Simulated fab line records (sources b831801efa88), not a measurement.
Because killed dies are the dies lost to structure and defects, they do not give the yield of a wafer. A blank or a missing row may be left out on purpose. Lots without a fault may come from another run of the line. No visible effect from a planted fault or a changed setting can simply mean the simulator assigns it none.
A lot that was struck, set against a sound lot	flow sfq line	19 out of 325 route steps
Sound: the wafers L130.3, L130.5, L130.6. The struck wafers were L128.1, L128.5, L128.6. The cause comes at the end.
Per side, at each step with rows, come the tool, then ch with its chambers, and then its first start. Under that, the readings that differ: sound wafers	struck wafers	difference of the means	sigmas: that difference in standard deviations of wafers without a fault.
alike: readings with means less than 2 such deviations apart, plus words and numbers identical on both sides. not compared: withheld readings, readings lacking a value on some wafer, bounds such as >300 that could conceal the same value, and numbers that have no deviation in the record and whose values overlap.
A row with sigmas, a row that says differs or no value, or rows on one side alone: a step with any of these is where the two part. Numbers that have no deviation but don't overlap get no sigmas and don't part them. Lack of a reading on every wafer of one side parts them only where that side has two or more wafers.

first, 4 steps without rows for these wafers: SFQ_TRILAYER_I5_LITHO_SOFTBAKE_148; SFQ_TRILAYER_I5_LITHO_EXPOSE_145 (exposes mask I5, target cd 700 nm); SFQ_TRILAYER_I5_LITHO_PEB_147 (peb time 60 s); SFQ_TRILAYER_I5_LITHO_DEVELOP_146 (time 60 s).
SFQ_I5_OVL_MEAS_936:
  sound on overlay-01 at day 69 07:31; struck on overlay-01 at day 67 15:13
  alike: I5_OVL
SFQ_TRILAYER_I5_BARC_OPEN_VIA_ETCH_200: etches BARC in O2, target depth 125 nm, time 41.7 s.
  sound on rie diel-04 ch 0,1,2, day 69 07:33; struck on rie diel-02 ch 0,1, day 67 15:15
  alike: drypump motor current A, oes product au
  not compared: rf hours counter h
SFQ_TRILAYER_I5_ETCH_VIA_ETCH_147: etches the open film in CHF3, stops on Nb, target depth 360 nm.
  sound on rie diel-04 ch 0,1,2, day 69 07:35; struck on rie diel-02 ch 0,1, day 67 15:17
  alike: drypump motor current A, oes product au
SFQ_TRILAYER_I5_STRIP_STRIP_148: strips in O2.
  sound on rie metal-02 ch 0,1, day 69 07:56; struck on rie metal-03 ch 0,1, day 67 15:26
  alike: drypump motor current A, he backside leak sccm, oes product au
  not compared: rf hours counter h
then, 4 steps without rows for these wafers: SFQ_TRILAYER_I5_STRIP_SOLV_CLEAN_149 (cleans in NMP, time 600 s); SFQ_TRILAYER_C5_LITHO_COAT_156 (resist thk 62 nm); SFQ_TRILAYER_C5_LITHO_COAT_151 (resist thk 650 nm); SFQ_TRILAYER_C5_LITHO_SOFTBAKE_155.
-- the record jumps here: 5 days lie between the struck wafers' starts before and after --
SFQ_TRILAYER_C5_LITHO_EXPOSE_152: exposes mask C5, target cd 500 nm.
  sound on krf scanner-01 ch 0, day 74 02:33; struck on krf scanner-02 ch 0, day 72 23:38
reading	sound	struck	difference	sigmas
exposure dose mJ cm2	21.309 21.302 21.332	24.285 24.251 24.260	+2.951	+99 or more
  alike: mask, stage vel mm s
then, 2 steps without rows for these wafers: SFQ_TRILAYER_C5_LITHO_PEB_154 (peb time 60 s); SFQ_TRILAYER_C5_LITHO_DEVELOP_153 (time 60 s).
SFQ_C5_OVL_MEAS_937:
  sound on overlay-02 at day 74 03:40; struck on overlay-02 at day 73 01:08
  alike: C5_OVL
SFQ_TRILAYER_C5_BARC_OPEN_VIA_ETCH_210: etches BARC in O2, target depth 125 nm, time 41.7 s.
  sound on rie diel-01 ch 1,2, day 74 03:41; struck on rie diel-01 ch 0,3, day 73 01:10
reading	sound	struck	difference	sigmas
model.C5.cd nm (nm)	501.1 501.2 500	519.9 520.6 520.1	+19.4	
  alike: drypump motor current A, oes product au
  not compared: rf hours counter h
SFQ_TRILAYER_C5_ETCH_VIA_ETCH_154: etches SiO2 in CHF3, stops on Nb, target depth 84 nm.
  sound on rie diel-01 ch 1,2, day 74 03:44; struck on rie diel-01 ch 0,3, day 73 01:12
reading	sound	struck	difference	sigmas
model.C5.cd nm (nm)	501.4 501.3 501	519.5 520.2 519.7	+18.6	
  alike: drypump motor current A, oes product au
SFQ_TRILAYER_C5_STRIP_STRIP_155: strips in O2.
  sound on rie metal-04 ch 0,1, day 74 03:58; struck on rie metal-02 ch 0,1, day 73 01:16
  alike: drypump motor current A, he backside leak sccm, oes product au
  not compared: rf hours counter h

WHERE THEY PART
SFQ_TRILAYER_C5_LITHO_EXPOSE_152 only, going by this record. Later steps at which nothing parts them and some readings are alike: SFQ_C5_OVL_MEAS_937, SFQ_TRILAYER_C5_BARC_OPEN_VIA_ETCH_210, SFQ_TRILAYER_C5_ETCH_VIA_ETCH_154, SFQ_TRILAYER_C5_STRIP_STRIP_155.

WHY: the cause the simulator had injected
Drift in process parameters on krf scanner-02 at SFQ_TRILAYER_C5_LITHO_EXPOSE_152, starting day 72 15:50. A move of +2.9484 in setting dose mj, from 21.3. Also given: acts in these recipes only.
